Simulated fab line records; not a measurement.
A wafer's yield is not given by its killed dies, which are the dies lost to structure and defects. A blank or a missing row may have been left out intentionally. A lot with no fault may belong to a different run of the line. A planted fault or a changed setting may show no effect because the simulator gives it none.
Which tool did it? | flow gf180mcu | 15 lots with 43 wafers sampled at 4 steps, on a route of 602 steps

== WHAT THE GAUGES SHOWED, per wafer ==
GF_SAB_OVL_MEAS_10.
lot  | measured     | on         | SAB_OVL (nm)
L975 | day 15 00:49 | overlay-01 | -0.3 -0.3 1.1
L976 | day 15 13:37 | overlay-01 | 1.4 0.9 1.1
L977 | day 16 01:52 | overlay-02 | -1.6 -1.6 -0.9
L979 | day 16 15:59 | overlay-02 | 1.5 0.9 1.7
L980 | day 17 04:58 | overlay-01 | 0.5 -1.6 -1.2
L981 | day 17 11:29 | overlay-02 | 2.9 1.2 2.3
L982 | day 17 18:37 | overlay-01 | 0.1 -1.4 -1.7
L983 | day 18 02:01 | overlay-02 | -0.7 -1.1 1.0
L984 | day 18 12:55 | overlay-02 | 3.2 2.7 2.5
L985 | day 18 17:41 | overlay-02 | -0.6 -2.1 -0.5
L986 | day 19 12:31 | overlay-02 | 0.4 1.3 1.3
L987 | day 19 19:43 | overlay-02 | 0.3 1.1 -0.6
L988 | day 19 22:58 | overlay-01 | -1.0 -2.1 -2.4
L989 | day 20 20:13 | overlay-01 | 0.4 2.9
L990 | day 21 08:13 | overlay-02 | 1.1 1.1

GF_CONTACT_THK_MEAS_01.
lot  | measured     | on            | CONTACT_CVD_00_THK (nm)
L975 | day 15 01:47 | film metro-04 | 295.1 296.3 294.3
L976 | day 15 14:35 | film metro-01 | 296.8 298.1 302.2
L977 | day 16 02:48 | film metro-01 | 301.2 295.3 296.8
L979 | day 16 16:57 | film metro-03 | 296.3 293.8 298.6
L980 | day 17 05:56 | film metro-03 | 292.2 297.4 295.3
L981 | day 17 12:27 | film metro-04 | 296.2 295.7 298.7
L982 | day 17 19:34 | film metro-01 | 298.0 299.9 297.4
L983 | day 18 02:58 | film metro-01 | 297.1 296.6 292.5
L984 | day 18 13:52 | film metro-03 | 303.3 298.5 302.9
L985 | day 18 18:38 | film metro-04 | 300.8 302.6 299.9
L986 | day 19 13:29 | film metro-01 | 302.2 300.1 300.9
L987 | day 19 20:40 | film metro-01 | 298.5 301.3 302.4
L988 | day 19 23:55 | film metro-03 | 294.1 295.2 297.3
L989 | day 20 21:10 | film metro-03 | 296.7 299.4
L990 | day 21 09:10 | film metro-01 | 300.3 298.4

== WHICH TOOL RAN EACH LOT (tool, then ch and the chambers of the sampled wafers, then the start) ==
lot  | GF_SAB_ETCH_11                     | GF_SALICIDE_RTA_08
L975 | rie diel-03 ch 0,3, day 15 00:51   | rtp anneal-02 ch 0, day 15 01:39
L976 | rie diel-03 ch 1,2,3, day 15 13:39 | rtp anneal-02 ch 0, day 15 14:26
L977 | rie diel-03 ch 0,3, day 16 01:53   | rtp anneal-02 ch 0, day 16 02:40
L979 | rie diel-02 ch 0,2,3, day 16 16:02 | rtp anneal-02 ch 0, day 16 16:49
L980 | rie diel-02 ch 0,1,3, day 17 04:59 | rtp anneal-02 ch 0, day 17 05:47
L981 | rie diel-02 ch 0,3, day 17 11:32   | rtp anneal-01 ch 0, day 17 12:18
L982 | rie diel-04 ch 0,2,3, day 17 18:39 | rtp anneal-01 ch 0, day 17 19:26
L983 | rie diel-04 ch 0,1,3, day 18 02:02 | rtp anneal-02 ch 0, day 18 02:50
L984 | rie diel-02 ch 0,1,3, day 18 12:56 | rtp anneal-02 ch 0, day 18 13:43
L985 | rie diel-03 ch 0,1,2, day 18 17:43 | rtp anneal-02 ch 0, day 18 18:31
L986 | rie diel-02 ch 0,2,3, day 19 12:32 | rtp anneal-01 ch 0, day 19 13:21
L987 | rie diel-02 ch 1,3, day 19 19:44   | rtp anneal-02 ch 0, day 19 20:32
L988 | rie diel-02 ch 0,2,3, day 19 23:00 | rtp anneal-02 ch 0, day 19 23:47
L989 | rie diel-02 ch 0,3, day 20 20:14   | rtp anneal-01 ch 0, day 20 21:02
L990 | rie diel-02 ch 1, day 21 08:14     | rtp anneal-02 ch 0, day 21 09:02
- GF_SAB_ETCH_11: etches SiO2 in C4F8/O2/Ar, target depth 55 nm, time 8.5 s.
- GF_SALICIDE_RTA_08: time 30 s.

== AS READ BY THE TOOLS THEMSELVES (means over the sampled wafers that have a number; for cases with no such wafer, the mark the record gives instead) ==
GF_SAB_ETCH_11.
lot  | tool        | oes product au (a.u.) | rf fwd power W (W)
L975 | rie diel-03 | 1.007                 | 1470
L976 | rie diel-03 | 0.999                 | 1478
L977 | rie diel-03 | 1.008                 | 1472
L979 | rie diel-02 | 1.000                 | 1467
L980 | rie diel-02 | 1.008                 | 1465
L981 | rie diel-02 | 1.006                 | 1461
L982 | rie diel-04 | 0.990                 | 1473
L983 | rie diel-04 | 0.998                 | 1471
L984 | rie diel-02 | 0.997                 | 1471
L985 | rie diel-03 | 0.996                 | 1472
L986 | rie diel-02 | 1.000                 | 1468
L987 | rie diel-02 | 1.006                 | 1469
L988 | rie diel-02 | 0.941                 | 1465
L989 | rie diel-02 | 0.828                 | 1458
L990 | rie diel-02 | 0.912                 | 1482

GF_SALICIDE_RTA_08.
lot  | tool          | lamp power pct (%) | wafer_temp_C_max
L975 | rtp anneal-02 | 17.8               | 803.9
L976 | rtp anneal-02 | 17.9               | 803.3
L977 | rtp anneal-02 | 17.8               | 803.6
L979 | rtp anneal-02 | 17.9               | 803.3
L980 | rtp anneal-02 | 17.9               | 803.5
L981 | rtp anneal-01 | 18.5               | 803.4
L982 | rtp anneal-01 | 18.5               | 803.1
L983 | rtp anneal-02 | 17.8               | 803.9
L984 | rtp anneal-02 | 17.8               | 804.1
L985 | rtp anneal-02 | 17.9               | 804.2
L986 | rtp anneal-01 | 18.5               | 802.6
L987 | rtp anneal-02 | 17.8               | 803.8
L988 | rtp anneal-02 | 17.8               | 803.8
L989 | rtp anneal-01 | 18.5               | 803.1
L990 | rtp anneal-02 | 17.8               | 803.4

== THE ANSWER, worked out from the rows above alone ==
Rule: what is usual is taken from the lots themselves. Put in order of their means at a reading, lots are off if they are a third of the lots or fewer, leave a main group of 4 or more, and stand apart from it by a gap of 3 or more times the standard deviation of the main group's means; of several such gaps the widest counts. The tables above print the reading to a certain number of digits; a main group whose means all agree to those digits is not used. A lot without any number at a reading at which 4 lots or more have one is off too. Any other lot the step has rows for is counted as sound. Order of review: gauges by route order, followed by the tools' own readings, for which a lot's mean as printed above is used. The first step at which some lot is off is used, and at that step the reading that is off furthest; a lot without a number counts as furthest.
Off, at GF_SAB_ETCH_11 on oes product au: L988, L989, L990. For the main group the mean is 1.001 a.u. and the standard deviation 0.0055.
If a tool, at that step or one of the process steps before it, ran each lot that is off and ran no sound lot following the first of them, it fits. One fits: rie diel-02 at GF_SAB_ETCH_11. Its last sound lot is L987 (day 19 19:44), its first lot that is off L988 (day 19 23:00): a fault that began between those two fits.
On the lots that are off, the tool's own readings at GF_SAB_ETCH_11 differ by more than 5 times the standard deviation of the sound lots' means, which bears it out; oes product au reads 0.894 a.u. there versus 1.001 a.u. on the sound lots.

== WHAT WAS PUT IN BY THE SIMULATOR ==
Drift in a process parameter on rie diel-02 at GF_SAB_ETCH_11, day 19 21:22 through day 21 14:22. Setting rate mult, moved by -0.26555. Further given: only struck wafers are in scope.
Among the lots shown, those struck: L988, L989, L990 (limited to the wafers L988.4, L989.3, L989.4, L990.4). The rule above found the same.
